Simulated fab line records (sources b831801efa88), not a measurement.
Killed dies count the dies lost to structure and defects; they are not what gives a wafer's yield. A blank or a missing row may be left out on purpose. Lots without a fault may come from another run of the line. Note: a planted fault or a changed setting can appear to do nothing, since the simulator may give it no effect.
A lot that was struck, set against a sound lot | flow gf180mcu | 17 steps out of a route of 602
Sound: wafers L854.3, L854.5, L854.6. Wafers struck: L867.1, L867.4, L867.5. At the end, the cause is stated.
Order at every step that has rows: each side's tool, ch and its chambers, its first start. Under that, the readings that differ: sound wafers | struck wafers | difference of the means | sigmas: that difference in standard deviations of wafers without a fault.
alike: words and numbers the same on both sides, and readings whose means are apart by under 2 such deviations; not compared: readings that were withheld, readings missing a value for some wafer, numbers with overlapping values and no deviation given by the record, and bounds like >300 which may hide the same value.
A row with sigmas, a row that says differs or no value, or rows on one side alone: a step with any of these is where the two part. Numbers that have no deviation but don't overlap get no sigmas and don't part them. A reading missing from all wafers of one side parts the sides only when that side holds two or more wafers.

first, 2 steps without rows for these wafers: GF_MVPSD_IMPLANT_08; GF_MVPSD_IMPLANT_09.
GF_MVPSD_STRIP_10: strips in O2/N2.
  sound on plasma asher-03 ch 0,1, day 6 21:53; struck on plasma asher-02 ch 0,1, day 9 21:24
  alike: chamber pressure mTorr, drypump motor current A, heater power w, oes product au, strip time to endpoint s
  not compared: rf hours counter h
GF_MVPSD_TW_MEAS_11:
  sound on film metro-04 at day 6 21:58; struck on film metro-03 at day 9 21:30
  reading  | sound       | struck      | difference | sigmas
  MVPSD_TW | 564 564 562 | 547 546 549 | -16        | -3
then, 7 steps without rows for these wafers: GF_VT_IMPLANT_DEHYDRATE_00 (time 60 s); GF_VT_IMPLANT_HMDS_01 (prime time 60 s); GF_VT_IMPLANT_COAT_02 (resist thk 1000 nm); GF_VT_IMPLANT_SOFTBAKE_03 (time 60 s); GF_VT_IMPLANT_EXPOSE_04 (exposes mask LVPWELL LV AREA, target cd 600 nm); GF_VT_IMPLANT_PEB_05; GF_VT_IMPLANT_DEVELOP_06 (develop time 60 s).
GF_VT_IMPLANT_OVL_MEAS_07:
  sound on overlay-01 at day 7 13:13; struck on overlay-02 at day 10 16:22
  alike: VT_IMPLANT_OVL
GF_VT_IMPLANT_IMPLANT_08:
  sound on implanter-02 ch 0, day 7 13:17; struck on implanter-04 ch 0, day 10 16:23
  reading                   | sound                | struck               | difference | sigmas
  beam energy keV           | 19.992 19.992 19.990 | 22.643 22.648 22.647 | +2.655     | +99 or more
  model.implant.rp nm (nm)  | 16.68 16.68 16.68    | 19.72 19.72 19.72    | +3.04      |
  model.implant.drp nm (nm) | 9.752 9.752 9.752    | 10.64 10.64 10.64    | +0.89      |
GF_VT_IMPLANT_STRIP_09: strips in O2/N2.
  sound on plasma asher-01 ch 0,1, day 7 13:26; struck on plasma asher-01 ch 0,1, day 10 16:32
  alike: chamber pressure mTorr, drypump motor current A, heater power w, oes product au, strip time to endpoint s
  not compared: rf hours counter h
GF_VT_IMPLANT_TW_MEAS_10:
  sound on film metro-03 at day 7 13:31; struck on film metro-04 at day 10 16:38
  reading       | sound       | struck      | difference | sigmas
  VT_IMPLANT_TW | 561 564 563 | 589 589 587 | +26        | +5
then, 1 step without rows for these wafers: GF_VT_IMPLANT_DEHYDRATE_11 (time 60 s).
-- a jump in the record: the struck wafers' starts before and after are 24 days apart (it breaks off in module VT_IMPLANT and resumes in module PASSIVATION, where the first step shown is number 602 of the route) --
GF_PASSIVATION_PROBE_99:
  only the struck wafers here have rows in the record (prober-02, day 34 21:13); the sound ones have none

## WHERE THEY PART
First at GF_MVPSD_TW_MEAS_11; last, within this record, at GF_PASSIVATION_PROBE_99.

WHY: the cause the simulator had injected
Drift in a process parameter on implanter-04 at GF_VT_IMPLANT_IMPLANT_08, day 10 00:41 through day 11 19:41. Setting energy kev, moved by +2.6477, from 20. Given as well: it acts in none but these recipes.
